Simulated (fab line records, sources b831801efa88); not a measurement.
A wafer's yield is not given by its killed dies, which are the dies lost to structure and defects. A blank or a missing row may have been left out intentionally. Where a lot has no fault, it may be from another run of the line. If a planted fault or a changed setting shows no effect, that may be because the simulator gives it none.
Comparing a struck lot with a sound one -- flow sky130 -- 16 out of 708 route steps
Sound: wafers L671.2, L671.4, L671.5. The struck wafers were L683.1, L683.2, L683.3. Last of all comes the cause.
At each step with rows: each side's tool, then ch and its chambers, then its first start. Under that, the readings that differ: sound wafers -- struck wafers -- difference of the means -- sigmas: that difference in standard deviations of wafers without a fault.
alike: readings with means less than 2 such deviations apart, plus words and numbers identical on both sides. not compared: withheld readings, readings lacking a value on some wafer, bounds such as >300 that could conceal the same value, and numbers that have no deviation in the record and whose values overlap.
The two part at a step that has a row with sigmas, a row that says differs or no value, or rows on one side only. Numbers that have no deviation but don't overlap get no sigmas and don't part them. A reading that every wafer of one side lacks parts them only if that side has two wafers or more.

first, 5 steps without rows for these wafers: SKY_POLY_GATE_COAT_08 (resist thk 450 nm); SKY_POLY_GATE_SOFTBAKE_09 (time 90 s); SKY_POLY_GATE_EXPOSE_10 (exposes mask P1M, target cd 150 nm); SKY_POLY_GATE_PEB_11; SKY_POLY_GATE_DEVELOP_12 (develop time 60 s).
SKY_POLY_GATE_CD_MEAS_13: target cd 150 nm.
  sound: cd-sem-01 at day 16 14:15; struck: cd-sem-01 at day 20 18:49
  alike: cd-nm
SKY_POLY_GATE_OVL_MEAS_14:
  sound: overlay-01 at day 16 14:21; struck: overlay-02 at day 20 18:56
  alike: POLY_GATE_OVL
SKY_POLY_GATE_ETCH_15: etches BARC in N2/H2, stops on SiO2, time 118.5 s, target depth 110 nm.
  sound on rie-diel-04 ch 2,3, day 16 14:23; struck on rie-diel-02 ch 0,2,3, day 20 18:59
  alike: drypump-motor-current-A, oes-product-au, throttle-valve-pct
  not compared: rf-hours-counter-h
SKY_POLY_GATE_ETCH_16: etches Si3N4 in CH3F/O2, stops on poly-Si, time 147.5 s, target depth 75 nm.
  sound on rie-diel-04 ch 2,3, day 16 14:28; struck on rie-diel-02 ch 0,2,3, day 20 19:04
  alike: drypump-motor-current-A, oes-product-au, throttle-valve-pct
  not compared: rf-hours-counter-h
SKY_POLY_GATE_ETCH_17: etches poly-Si in HBr/Cl2, stops on SiO2, target depth 180 nm, time 70.5 s.
  sound on rie-si-02 ch 0,2, day 16 14:34; struck on rie-si-02 ch 0,1,3, day 20 19:10
  alike: HBr_flow_sccm, drypump-motor-current-A, oes-product-au, throttle-valve-pct
  not compared: rf-hours-counter-h
SKY_POLY_GATE_STRIP_18: strips in O2/N2.
  sound on plasma-asher-03 ch 0,1, day 16 14:37; struck on plasma-asher-03 ch 0,1, day 20 19:13
  alike: drypump-motor-current-A, oes-product-au, strip-time-to-endpoint-s
  not compared: rf-hours-counter-h
then, 1 step without rows for these wafers: SKY_POLY_GATE_CLEAN_19 (cleans in SC1/SC2, time 150 s).
SKY_POLY_GATE_OXIDATION_20: stabilise 600 s, purge 300 s, target thk 4 nm.
  sound on furnace-02 ch 0, day 16 15:22; struck on furnace-02 ch 0, day 20 19:22
reading,sound,struck,difference,sigmas
spike-tc-bottom-C (C),868.5 869.4 870.6,901.9 900.0 900.0,+31.1,+28
spike-tc-centre-C (C),851.3 851.2 850.2,883.8 883.5 885.0,+33.2,+28
spike-tc-lower-C (C),850.6 852.1 850.6,882.9 883.6 883.5,+32.2,+32
spike-tc-top-C (C),858.9 862.1 860.8,892.4 891.3 891.0,+31.0,+31
spike-tc-upper-C (C),849.1 849.4 850.6,882.1 883.6 882.8,+33.1,+33
tube-center-temp-C (C),849.88 849.94 849.8,881.8 882.02 881.92,+32.0,+99 or more
tube_center_temp_C_max,852.1 851.6 852.1,883.7 884.3 883.5,+31.9,+99 or more
zone-power-bottom-pct (%),25.2 24.9 25.3,27.5 26.8 27.3,+2.1,+3
zone-power-top-pct (%),28.78 29.16 28.70,30.21 31.04 30.48,+1.70,+6
model.SiO2_of_POLY_GATE_OXIDATION_20.thk-nm (nm),3.994 3.975 4.035,5.921 5.928 5.916,+1.920,
SKY_POLY_GATE_THK_MEAS_21:
  sound: film-metro-01 at day 16 16:38; struck: film-metro-03 at day 20 20:37
reading,sound,struck,difference,sigmas
POLY_GATE_OXIDATION_THK (nm),3.97 3.94 4.06,5.89 5.94 5.94,+1.93,+26
SKY_POLY_GATE_CD_MEAS_22:
  sound: cd-sem-02 at day 16 16:43; struck: cd-sem-01 at day 20 20:41
  alike: cd-nm
-- record jumps: 28 days separate the struck wafers' starts on either side; left off in module POLY_GATE, taken up again in module PAD_OPEN, whose first shown step is the route's number 708 --
SKY_PAD_OPEN_PROBE_99:
  sound: prober-02 at day 45 18:22; struck: prober-02 at day 48 16:49
reading,sound,struck,difference,sigmas
model.etest.tip-p.rs-ohm-sq,6816 6864 6922,7144 7157 7126,+275,
model.etest.tip-sonos.rs-ohm-sq,2707 2700 2652,2999 3037 2996,+324,
model.etest.res-pdiff.line-ohm-um,1376 1390 1346,1451 1459 1443,+80,
model.etest.tip-n.rs-ohm-sq,445.5 443.8 442.6,486.3 487.6 488.4,+43.5,
model.etest.res-ndiff.line-ohm-um,755.7 782.4 763.3,801.3 802 798.6,+33.5,
model.etest.res-pdiff.rs-ohm-sq,198.4 198.5 199.1,209.4 208.6 208.5,+10.2,
model.etest.res-pdiff-hv.rs-ohm-sq,194.3 193.7 194.2,199.9 199.9 197,+4.9,
  alike: killed_at_M0_to_M3, killed_at_M4_up, killed-at-contacts, killed-at-front-end, killed-at-other, killed-dies, killed-open, killed-short
  not compared: model.etest.pfet_01v8.r-on-ohm-um

## WHERE THEY PART
Last at SKY_POLY_GATE_THK_MEAS_21 as far as this record goes, first at SKY_POLY_GATE_OXIDATION_20. Later steps at which nothing parts them and some readings are alike: SKY_POLY_GATE_CD_MEAS_22, SKY_PAD_OPEN_PROBE_99.

WHY: what had been put in by the simulator
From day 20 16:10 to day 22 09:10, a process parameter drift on furnace-02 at SKY_POLY_GATE_OXIDATION_20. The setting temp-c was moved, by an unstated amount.
